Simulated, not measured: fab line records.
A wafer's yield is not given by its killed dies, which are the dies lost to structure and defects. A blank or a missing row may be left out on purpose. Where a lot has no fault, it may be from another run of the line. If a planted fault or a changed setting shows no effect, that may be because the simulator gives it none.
Chamber matching + flow gf180mcu + 4 sister chambers for GF_V4_CMP_26 on cmp-02
The step polishes, stops on SiO2, t overpolish 15 s, target thk 0 nm. 4 wafers are shown with their chamber, then 12 later ones without.

== WAFERS PAIRED WITH THEIR CHAMBERS ==
| wafer  | chamber | motor_current_A (A) |
|--------|---------|---------------------|
| L093.2 | 1       | 11.9                |
| L093.4 | 0       | 10.5                |
| L092.2 | 3       | 10.9                |
| L092.6 | 2       | 9.9                 |

== WAFERS WITH NO CHAMBER GIVEN ==
| wafer  | motor_current_A (A) |
|--------|---------------------|
| L095.2 | 11.0                |
| L095.4 | 10.6                |
| L095.5 | 11.0                |
| L094.2 | 10.5                |
| L094.5 | 10.7                |
| L094.6 | 10.4                |
| L096.1 | 10.9                |
| L096.2 | 11.0                |
| L096.6 | 10.9                |
| L097.1 | 11.3                |
| L097.2 | 10.1                |
| L097.4 | 10.5                |

== WHICH CHAMBER EACH ONE RAN IN ==
| wafer  | from the rows above     | in truth                   |
|--------|-------------------------|----------------------------|
| L095.2 | 3                       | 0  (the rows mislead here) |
| L095.4 | can't be placed: 0 or 3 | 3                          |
| L095.5 | 3                       | 3                          |
| L094.2 | 0                       | 0                          |
| L094.5 | can't be placed: 0 or 3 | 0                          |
| L094.6 | 0                       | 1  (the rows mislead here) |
| L096.1 | 3                       | 3                          |
| L096.2 | 3                       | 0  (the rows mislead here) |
| L096.6 | 3                       | 3                          |
| L097.1 | can't be placed: 3 or 1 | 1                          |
| L097.2 | can't be placed: 2 or 0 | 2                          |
| L097.4 | 0                       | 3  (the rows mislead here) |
Placed correctly: 4 of 12. Unplaceable from these rows: 4, with the true chamber sitting among the candidates in 4. Placed wrongly: 4.
How it was worked out, from the rows above alone: a wafer's distance from a chamber is the root of the sum, over the readings, of the square of ((its reading less the chamber's mean) divided by the reading's scatter). The wafer belongs to the nearest chamber; if the next one is less than 2 further off, it can't be placed. A chamber's mean is the mean of its shown wafers. The scatter: root of mean squared gap, hidden wafer to nearest shown wafer, with one shown wafer a chamber.
